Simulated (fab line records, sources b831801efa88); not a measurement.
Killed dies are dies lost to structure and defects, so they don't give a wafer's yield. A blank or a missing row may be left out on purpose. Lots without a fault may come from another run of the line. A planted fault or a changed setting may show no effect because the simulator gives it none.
fab line records | flow gf180mcu
record lots=13 wafers=39 last_day=35
route steps=602 shown V5@554 TOP_METAL@582 PASSIVATION@587
lots that met no fault: from a run of the same line without faults
start_h: hours from the record's first day to the start of the lot's first wafer shown | wait_h: hours since the lot's step before | " the same as in the row above | L1.1+2: a row that stands for several wafers | - no value, or no start given | * or withheld: withheld | < > ~ a bound
route shown NAME@n: a module of which the file shows steps, and the number in the route of the first | usual: mean/standard deviation of fault-free wafers | same: alike in all rows | chamber/n: place in a boat | sites: the reading at each site | _std_site: their standard deviation | _edge_site: outer sites' mean less inner sites' | radius_mm: how far each site lies from the wafer's centre | mask NAME#n: copy n | behind: the tool/chamber that last shaped the wafer | hold: why the lot was held/for how many hours/how that ended | device: the transistor (n, p or np) that didn't switch | end of line: the same wafers' tests at the end of the route | a step without rows: its recipe alone | killed: dies lost to structure and defects at the first sort, not the wafer's yield | map: a wafer's dies, x killed, . not, _ none there
set.NAME: the setting as run; set.NAME@STEP: as run at that earlier step | model.NAME: the simulator's own value behind a step, which no gauge read
steps of the route over a sample of lots; a table a step, a row a wafer
services: from which hour (start_h, from the record's first day; less than 0 if before it) a tool's chamber was out of use, for how many hours, and why
## steps
# step GF_V5_CD_MEAS_14
# recipe target_cd_nm=260
# usual cd_nm=260.2/1.3
# columns lot.wafer tool chamber start_h wait_h cd_nm
L180.2 cd_sem-02 - 645.08 0.1 258.9
L180.3 " - " " 259.4
L180.5 " - " " 260.3
L183.2 cd_sem-02 - 670.79 0.1 259.5
L183.3 " - " " 259.5
L183.5 " - " " 258.5
L184.1 cd_sem-01 - 674.66 0.1 260.8
L184.2 " - " " 260.4
L184.4 " - " " 261.4
L186.1 cd_sem-02 - 694.22 0.1 259.9
L186.2 " - " " 259.5
L186.5 " - " " 260.1
L187.1 cd_sem-02 - 697.47 0.1 260.5
L187.4 " - " " 259.9
L187.5 " - " " 259.8
L193.1 cd_sem-02 - 742.46 0.1 259.9
L193.2 " - " " 258.8
L193.4 " - " " 259.3
L196.2 cd_sem-01 - 759.60 0.1 260.9
L196.4 " - " " 260.5
L196.6 " - " " 261.3
L195.3 cd_sem-01 - 760.86 0.1 262.0
L195.4 " - " " 262.0
L195.5 " - " " 260.8
L197.1 cd_sem-02 - 765.11 0.1 258.3
L197.2 " - " " 260.0
L197.6 " - " " 257.0
L198.1 cd_sem-01 - 772.27 0.1 260.7
L198.2 " - " " 259.7
L198.6 " - " " 259.3
L199.2 cd_sem-01 - 782.49 0.1 262.3
L199.5 " - " " 262.4
L199.6 " - " " 260.9
L201.3 cd_sem-02 - 787.16 0.1 260.0
L201.4 " - " " 259.7
L201.5 " - " " 259.1
L202.1 cd_sem-01 - 795.97 0.1 260.5
L202.3 " - " " 259.6
L202.4 " - " " 260.7
# step GF_TOP_METAL_OVL_MEAS_15
# usual TOP_METAL_OVL=1.3/1.4
# columns lot.wafer tool chamber start_h wait_h TOP_METAL_OVL[nm]
L180.2 overlay-02 - 665.95 0.1 -1.2
L180.3 " - " " 0.1
L180.5 " - " " -1.8
L183.2 overlay-01 - 691.87 0.1 0.0
L183.3 " - " " -1.0
L183.5 " - " " -0.9
L184.1 overlay-01 - 695.35 0.1 2.8
L184.2 " - " " 2.1
L184.4 " - " " 1.6
L186.1 overlay-01 - 714.63 0.1 1.3
L186.2 " - " " -1.0
L186.5 " - " " 1.1
L187.1 overlay-02 - 717.65 0.1 1.9
L187.4 " - " " 0.3
L187.5 " - " " 2.3
L193.1 overlay-02 - 761.93 0.1 1.7
L193.2 " - " " 1.8
L193.4 " - " " 2.0
L196.2 overlay-01 - 778.08 0.1 0.0
L196.4 " - " " 1.9
L196.6 " - " " 2.6
L195.3 overlay-02 - 781.01 0.1 3.1
L195.4 " - " " 2.3
L195.5 " - " " 2.4
L197.1 overlay-02 - 782.85 0.1 2.3
L197.2 " - " " 2.0
L197.6 " - " " -0.5
L198.1 overlay-02 - 789.35 0.1 0.3
L198.2 " - " " 1.3
L198.6 " - " " 3.0
L199.2 overlay-02 - 800.28 0.1 0.0
L199.5 " - " " 2.8
L199.6 " - " " 0.7
L201.3 overlay-01 - 804.44 0.1 -0.2
L201.4 " - " " 0.8
L201.5 " - " " 1.2
L202.1 overlay-02 - 812.20 0.1 1.3
L202.3 " - " " 1.4
L202.4 " - " " 3.2
# step GF_PASSIVATION_CVD_00
# recipe material=SiO2 target_thk_nm=1000 precursor=TEOS temp_c=400 time_s=111.95 rf_w=600
# usual heater_power_outer_w=388/71 heater_power_w=661/99
# columns lot.wafer tool chamber start_h wait_h heater_power_outer_w heater_power_w
L180.2 pecvd-02 1 666.90 0.0 388 694
L180.3 " 2 " " 432 703
L180.5 " 2 " " 316 579
L183.2 pecvd-02 0 692.81 0.0 474 747
L183.3 " 2 " " 385 649
L183.5 " 0 " " 364 596
L184.1 pecvd-02 0 696.31 0.0 466 755
L184.2 " 1 " " 439 798
L184.4 " 2 " " 315 571
L186.1 pecvd-02 0 715.58 0.0 - -
L186.2 " 2 " " - -
L186.5 " 2 " " - -
L187.1 pecvd-02 2 718.61 0.0 - -
L187.4 " 1 " " - -
L187.5 " 0 " " - -
L193.1 pecvd-03 0 762.72 0.0 276 552
L193.2 " 1 " " 309 577
L193.4 " 2 " " 373 630
L196.2 pecvd-01 2 778.85 0.0 284 495
L196.4 " 0 " " 429 705
L196.6 " 2 " " 311 524
L195.3 pecvd-03 1 781.76 0.0 336 631
L195.4 " 1 " " 361 659
L195.5 " 0 " " 278 554
L197.1 pecvd-02 2 783.61 0.0 322 586
L197.2 " 0 " " 464 741
L197.6 " 2 " " 380 657
L198.1 pecvd-02 1 790.11 0.0 419 772
L198.2 " 2 " " 359 644
L198.6 " 0 " " 453 745
L199.2 pecvd-02 2 801.04 0.0 397 674
L199.5 " 0 " " 417 676
L199.6 " 1 " " 335 642
L201.3 pecvd-01 2 805.19 0.0 303 520
L201.4 " 0 " " 483 802
L201.5 " 1 " " 348 587
L202.1 pecvd-01 0 812.97 0.0 556 873
L202.3 " 1 " " 469 726
L202.4 " 0 " " 421 704
# step GF_PASSIVATION_CVD_02
# recipe material=Si3N4 target_thk_nm=700 time_s=486.18 temp_c=400 rf_w=450
# usual heater_power_outer_w=431/86 heater_power_w=713/120
# columns lot.wafer tool chamber start_h wait_h heater_power_outer_w heater_power_w
L180.2 pecvd-03 1 667.04 0.0 393 717
L180.3 " 0 " " 276 560
L180.5 " 2 " " 435 713
L183.2 pecvd-01 0 692.95 0.0 585 939
L183.3 " 2 " " 321 534
L183.5 " 1 " " 393 626
L184.1 pecvd-01 2 696.44 0.1 316 516
L184.2 " 0 " " 588 901
L184.4 " 0 " " 600 936
L186.1 pecvd-01 0 715.77 0.1 613 930
L186.2 " 1 " " 430 682
L186.5 " 1 " " 457 719
L187.1 pecvd-01 1 718.74 0.1 414 681
L187.4 " 2 " " 296 517
L187.5 " 0 " " 476 733
L193.1 pecvd-01 0 762.86 0.1 565 895
L193.2 " 2 " " 343 575
L193.4 " 2 " " 256 449
L196.2 pecvd-02 2 778.99 0.0 437 703
L196.4 " 0 " " 422 701
L196.6 " 2 " " 454 751
L195.3 pecvd-01 0 781.90 0.0 556 909
L195.4 " 1 " " 434 686
L195.5 " 0 " " 581 953
L197.1 pecvd-01 0 783.75 0.1 591 914
L197.2 " 2 " " 305 521
L197.6 " 1 " " 382 640
L198.1 pecvd-01 0 790.25 0.1 595 939
L198.2 " 2 " " 280 486
L198.6 " 2 " " 317 522
L199.2 pecvd-02 1 801.18 0.0 477 829
L199.5 " 0 " " 507 813
L199.6 " 2 " " 458 763
L201.3 pecvd-02 2 805.39 0.0 473 757
L201.4 " 0 " " 477 778
L201.5 " 2 " " 366 630
L202.1 pecvd-02 0 813.11 0.1 488 769
L202.3 " 1 " " 503 839
L202.4 " 0 " " 511 782
# step GF_PASSIVATION_BOW_MEAS_14
# recipe mode=bow
# usual PASSIVATION_BOW=136/11
# columns lot.wafer tool chamber start_h wait_h PASSIVATION_BOW[um]
L180.2 film_metro-02 - 688.47 0.0 133
L180.3 " - " " 124
L180.5 " - " " 141
L183.2 film_metro-02 - 713.79 0.1 137
L183.3 " - " " 134
L183.5 " - " " 139
L184.1 film_metro-04 - 717.05 0.0 125
L184.2 " - " " 138
L184.4 " - " " 136
L186.1 film_metro-04 - 736.19 0.0 105
L186.2 " - " " 103
L186.5 " - " " 97
L187.1 film_metro-02 - 738.44 0.0 94
L187.4 " - " " 105
L187.5 " - " " 116
L193.1 film_metro-02 - 780.49 0.0 130
L193.2 " - " " 133
L193.4 " - " " 133
L196.2 film_metro-04 - 796.46 0.0 148
L196.4 " - " " 158
L196.6 " - " " 157
L195.3 film_metro-04 - 798.78 0.0 126
L195.4 " - " " 140
L195.5 " - " " 126
L197.1 film_metro-02 - 801.84 0.0 116
L197.2 " - " " 133
L197.6 " - " " 121
L198.1 film_metro-02 - 808.09 0.0 139
L198.2 " - " " 139
L198.6 " - " " 141
L199.2 film_metro-04 - 818.42 0.0 127
L199.5 " - " " 138
L199.6 " - " " 126
L201.3 film_metro-04 - 822.34 0.0 140
L201.4 " - " " 121
L201.5 " - " " 141
L202.1 film_metro-04 - 829.79 0.0 140
L202.3 " - " " 145
L202.4 " - " " 136
## services
# columns tool chamber start_h hours kind
pecvd-02 1 657.64 8.8 repair
pecvd-03 - 661.25 1.4 repair
pecvd-01 - 662.80 0.9 repair
pecvd-01 - 674.53 14.6 pm
pecvd-02 - 680.58 1.3 repair
pecvd-03 - 698.18 0.5 repair
pecvd-03 - 710.71 28.1 pm
pecvd-02 - 720.42 2.8 pm
pecvd-03 - 744.75 0.4 repair
pecvd-03 - 799.38 14.0 pm
pecvd-03 0 799.38 14.0 vent_cycle
pecvd-03 1 799.38 14.0 vent_cycle
pecvd-03 2 799.38 14.0 vent_cycle
pecvd-03 - 808.71 3.3 repair
## key
first_sign step=GF_PASSIVATION_CVD_00 reading=tool_record direction=missing
effect step=GF_PASSIVATION_BOW_MEAS_14 reading=PASSIVATION_BOW direction=down sigmas=3.1 usual=136 struck=103
met_at GF_PASSIVATION_CVD_00
struck_lots L186,L187
not_acting_at GF_V5_CD_MEAS_14,GF_TOP_METAL_OVL_MEAS_15,GF_PASSIVATION_CVD_02
onset_between 696.31 715.58
fault kind=skipped_step_whole tool=pecvd-02 chamber=- onset_h=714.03 steps=GF_PASSIVATION_CVD_00 scope=struck_lots_only
